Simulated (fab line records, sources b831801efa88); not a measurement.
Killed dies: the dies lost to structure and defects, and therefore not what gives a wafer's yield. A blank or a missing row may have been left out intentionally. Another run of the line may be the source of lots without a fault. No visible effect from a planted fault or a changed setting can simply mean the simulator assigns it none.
Which of the tools did it? -- flow gf180mcu -- 42 wafers sampled from 14 lots at 1 step of a route of 602

WHAT EACH GAUGE READ, for each wafer
The record lacks any reading of a measuring or inspecting step that a usual standard deviation could be used to judge.

WHICH TOOL RAN EACH LOT (tool, then ch and the chambers of the sampled wafers, then the start)
lot,GF_M5_METAL_ETCH_10
L562,"rie_metal-02 ch 0,1, day 26 02:10"
L565,"rie_metal-02 ch 0,1, day 27 05:43"
L566,"rie_metal-02 ch 0,1, day 27 15:23"
L569,"rie_metal-02 ch 0,1, day 28 16:11"
L570,"rie_metal-02 ch 0,1, day 28 21:25"
L576,"rie_metal-01 ch 0,1, day 30 17:32"
L578,"rie_metal-01 ch 0,1, day 31 06:02"
L579,"rie_metal-04 ch 0,1, day 31 09:32"
L580,"rie_metal-04 ch 0,1, day 31 13:04"
L581,"rie_metal-04 ch 0,1, day 31 21:34"
L582,"rie_metal-04 ch 0,1, day 32 01:47"
L583,"rie_metal-04 ch 1, day 32 11:50"
L584,"rie_metal-02 ch 1, day 32 19:34"
L585,"rie_metal-01 ch 0,1, day 32 23:04"
- GF_M5_METAL_ETCH_10: etches the open film in Cl2/BCl3, stops on SiO2, target depth 750.8 nm, time 125.1 s.

AS READ BY THE TOOLS THEMSELVES (means over the sampled wafers that have a number; for cases with no such wafer, the mark the record gives instead)
GF_M5_METAL_ETCH_10.
lot,tool,bias_w (W),drypump_motor_current_A (A),he_backside_leak_sccm (sccm),oes_product_au (a.u.),throttle_valve_pct (%)
L562,rie_metal-02,140.0,6.5,3.25,0.986,28.237
L565,rie_metal-02,140.4,6.5,3.36,0.983,28.231
L566,rie_metal-02,140.4,6.3,3.35,0.983,28.229
L569,rie_metal-02,150.0,6.5,3.32,0.989,28.229
L570,rie_metal-02,150.1,6.5,3.30,0.990,28.232
L576,rie_metal-01,140.1,5.9,3.50,0.979,28.236
L578,rie_metal-01,140.0,5.9,3.41,0.979,28.242
L579,rie_metal-04,140.0,5.8,3.24,0.980,28.240
L580,rie_metal-04,139.8,5.8,3.17,0.972,28.236
L581,rie_metal-04,140.0,5.8,3.11,0.978,28.249
L582,rie_metal-04,140.2,5.8,3.23,0.978,28.237
L583,rie_metal-04,139.5,5.7,3.00,0.979,28.244
L584,rie_metal-02,139.8,6.6,3.40,0.984,28.236
L585,rie_metal-01,139.6,6.0,3.57,0.985,28.241

THE ANSWER, worked out from the rows above alone
Rule: the lots themselves supply what counts as usual. Put in order of their means at a reading, lots are off if they are a third of the lots or fewer, leave a main group of 4 or more, and stand apart from it by a gap of 3 or more times the standard deviation of the main group's means; of several such gaps the widest counts. The tables above print the reading to a certain number of digits; a main group whose means all agree to those digits is not used. A lot without any number at a reading at which 4 lots or more have one is off too. The other lots that the step has rows for count as sound. First the gauges in route order, then the tools' own readings, where a lot's mean is used as printed above. At the first step where some lot is off, the reading lying furthest off is the one used; lots without a number count as furthest.
Off: L569, L570, at GF_M5_METAL_ETCH_10 (bias_w). Mean 140.0 W and standard deviation 0.27 in the main group.
If a tool, at that step or one of the process steps before it, ran each lot that is off and ran no sound lot following the first of them, it fits. Not one of the candidates tried fits.

WHAT THE SIMULATOR HAD PUT IN
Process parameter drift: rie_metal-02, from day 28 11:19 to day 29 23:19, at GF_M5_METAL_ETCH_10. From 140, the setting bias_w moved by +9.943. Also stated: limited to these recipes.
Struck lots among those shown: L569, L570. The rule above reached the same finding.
